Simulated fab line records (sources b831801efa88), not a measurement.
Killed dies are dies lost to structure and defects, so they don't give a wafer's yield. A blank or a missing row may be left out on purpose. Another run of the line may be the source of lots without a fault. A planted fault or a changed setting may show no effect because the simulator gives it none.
Matching of chambers    flow gf180mcu    rie_diel-04 running GF_STI_ETCH_13: 4 sister chambers
The step etches the open film in CHF3/O2, stops on Si, target depth 282.31 nm, time 112.9 s. 14 wafers are shown with their chamber, then 7 later ones without.

WAFERS WITH THEIR CHAMBER
wafer   chamber  drypump_motor_current_A (A)  oes_product_au (a.u.)  throttle_valve_pct (%)
L272.2  1        6.5                          0.826                  8.811
L272.4  0        5.2                          0.831                  8.811
L272.5  1        6.5                          0.829                  8.823
L273.2  1        6.5                          0.831                  8.819
L273.3  0        5.3                          0.827                  8.813
L273.6  3        5.9                          0.838                  8.809
L275.1  2        5.5                          0.828                  8.792
L275.2  0        5.3                          0.832                  8.799
L275.5  2        5.6                          0.815                  8.811
L276.2  3        5.9                          0.847                  8.801
L276.3  0        5.3                          0.841                  8.821
L276.6  3        5.9                          0.838                  8.823
L277.1  3        5.9                          0.839                  8.806
L277.2  1        6.5                          0.830                  8.821

SIGNATURES, as means of the wafers listed above
reading                  chamber 0  chamber 1  chamber 2  chamber 3  scatter within a chamber
drypump_motor_current_A  5.275      6.500      5.550      5.900      0.0354
oes_product_au           0.83275    0.82900    0.82150    0.84050    0.0051
throttle_valve_pct       8.81100    8.81850    8.80150    8.80975    0.00882
Rule: distance of a wafer from a chamber = root of the sum over the readings of ((wafer's reading minus chamber's mean) / reading's scatter) squared. If the next closest chamber is less than 2 further off than the closest, the wafer can't be placed; otherwise it belongs to the closest. The scatter is the square root of a quotient: the sum, over the shown wafers, of each reading's squared deviation from its chamber's mean, divided by wafers minus chambers.

WAFERS MISSING THEIR CHAMBER
wafer   drypump_motor_current_A (A)  oes_product_au (a.u.)  throttle_valve_pct (%)
L277.4  5.2                          0.838                  8.808
L286.1  5.6                          0.835                  8.818
L286.2  6.5                          0.831                  8.810
L286.6  5.2                          0.827                  8.806
L287.4  5.6                          0.828                  8.829
L287.5  5.3                          0.828                  8.785
L287.6  5.9                          0.825                  8.809

EACH ONE'S CHAMBER
wafer   from the rows above  in truth
L277.4  0                    0
L286.1  2                    2
L286.2  1                    1
L286.6  0                    0
L287.4  2                    2
L287.5  0                    0
L287.6  3                    3
Placed correctly: 7 of 7. Not placeable from these rows: 0. Placed wrongly: 0.
